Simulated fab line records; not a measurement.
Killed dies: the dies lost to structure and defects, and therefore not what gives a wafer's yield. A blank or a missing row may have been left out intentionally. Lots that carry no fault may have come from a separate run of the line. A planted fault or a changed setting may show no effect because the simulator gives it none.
Comparing a struck lot with a sound one -- flow sky130 -- 17 steps out of a route of 708
Sound: these wafers, L712.1, L712.5, L712.6. Wafers L710.2, L710.3, L710.6 were the ones struck. The cause is named last.
Per side, at each step with rows, come the tool, then ch with its chambers, and then its first start. Under that, the readings that differ: sound wafers -- struck wafers -- difference of the means -- sigmas: that difference in standard deviations of wafers without a fault.
alike: words and numbers the same on both sides, and readings whose means are apart by under 2 such deviations; not compared: readings that were withheld, readings missing a value for some wafer, numbers with overlapping values and no deviation given by the record, and bounds like >300 which may hide the same value.
A row with sigmas, a row that says differs or no value, or rows on one side alone: a step with any of these is where the two part. Non-overlapping numbers with no deviation appear without sigmas and do not part them. Lack of a reading on every wafer of one side parts them only where that side has two or more wafers.

SKY_LDD_P_OVL_MEAS_08:
  sound on overlay-02 at day 21 05:19; struck on overlay-01 at day 20 14:52
  alike: LDD_P_OVL
then, 1 step without rows for these wafers: SKY_LDD_P_IMPLANT_09.
SKY_LDD_P_STRIP_10: strips in O2/N2.
  sound on plasma_asher-01 ch 0,1, day 21 05:30; struck on plasma_asher-02 ch 1, day 20 15:03
  alike: drypump_motor_current_A, oes_product_au, strip_time_to_endpoint_s
  not compared: rf_hours_counter_h
SKY_LDD_P_TW_MEAS_11:
  sound on film_metro-01 at day 21 05:36; struck on film_metro-02 at day 20 15:10
  alike: LDD_P_TW
then, 7 steps without rows for these wafers: SKY_LDD_HVN_DEHYDRATE_00 (time 60 s); SKY_LDD_HVN_HMDS_01 (prime time 60 s); SKY_LDD_HVN_COAT_02 (resist thk 300 nm); SKY_LDD_HVN_SOFTBAKE_03 (time 60 s); SKY_LDD_HVN_EXPOSE_04 (exposes mask HVNTM, target cd 700 nm); SKY_LDD_HVN_PEB_05; SKY_LDD_HVN_DEVELOP_06 (develop time 60 s).
SKY_LDD_HVN_OVL_MEAS_07:
  sound on overlay-01 at day 22 11:29; struck on overlay-01 at day 21 21:38
  alike: LDD_HVN_OVL
SKY_LDD_HVN_IMPLANT_08:
  sound on implanter-03 ch 0, day 22 11:32; struck on implanter-04 ch 0, day 21 22:01
SKY_LDD_HVN_STRIP_09: strips in O2/N2.
  sound on plasma_asher-01 ch 0,1, day 22 11:41; struck on plasma_asher-03 ch 0,1, day 21 22:08
  alike: drypump_motor_current_A, oes_product_au, strip_time_to_endpoint_s
  not compared: rf_hours_counter_h
SKY_LDD_HVN_TW_MEAS_10:
  sound on film_metro-02 at day 22 11:47; struck on film_metro-03 at day 21 22:29
reading,sound,struck,difference,sigmas
LDD_HVN_TW,1453 1447 1453,1767 1772 1763,+316,+23
then, 1 step without rows for these wafers: SKY_LDD_HVP_DEHYDRATE_00 (time 60 s).
-- the record jumps here: 25 days lie between the struck wafers' starts before and after (it left off in module LDD_HVP and takes up again in module PAD_OPEN, whose first step shown is number 708 of the route) --
SKY_PAD_OPEN_PROBE_99:
  sound on prober-01 at day 47 02:55; struck on prober-01 at day 46 17:13
reading,sound,struck,difference,sigmas
model.etest.tip_n_5v.rs_ohm_sq,1382 1391 1380,836.6 837.4 834.8,-548.1,
model.etest.nfet_g5v0d10v5.r_on_ohm_um,1872 1889 1860,1739 1740 1713,-143,
model.etest.nfet_g5v0d10v5.drive_ua_um,600.4 600.9 605.8,644.8 644.3 654.3,+45.4,
model.etest.nfet_05v0_nvt.drive_ua_um,571.4 571.2 576.6,590 589 600.1,+20,
model.etest.tip_n_5v.rs_ohm_sq_range,33.47 28.14 36.11,18.67 22.22 19.44,-12.46,
model.etest.res_ndiff_hv.rs_ohm_sq,112.6 113.4 112.8,111.4 110.9 111.5,-1.7,
model.etest.nfet_05v0_nvt.off_log10_a_um,-11.07 -11.3 -11.01,-10.64 -10.65 -10.6,+0.50,
  alike: killed_at_M0_to_M3, killed_at_M4_up, killed_at_contacts, killed_at_front_end, killed_at_other, killed_dies, killed_open, killed_short
  not compared: model.etest.ring_5v.delay_ps

WHERE THEY PART
SKY_LDD_HVN_TW_MEAS_10 only, going by this record. Later steps at which nothing parts them and some readings are alike: SKY_PAD_OPEN_PROBE_99.

WHY: what had been put in by the simulator
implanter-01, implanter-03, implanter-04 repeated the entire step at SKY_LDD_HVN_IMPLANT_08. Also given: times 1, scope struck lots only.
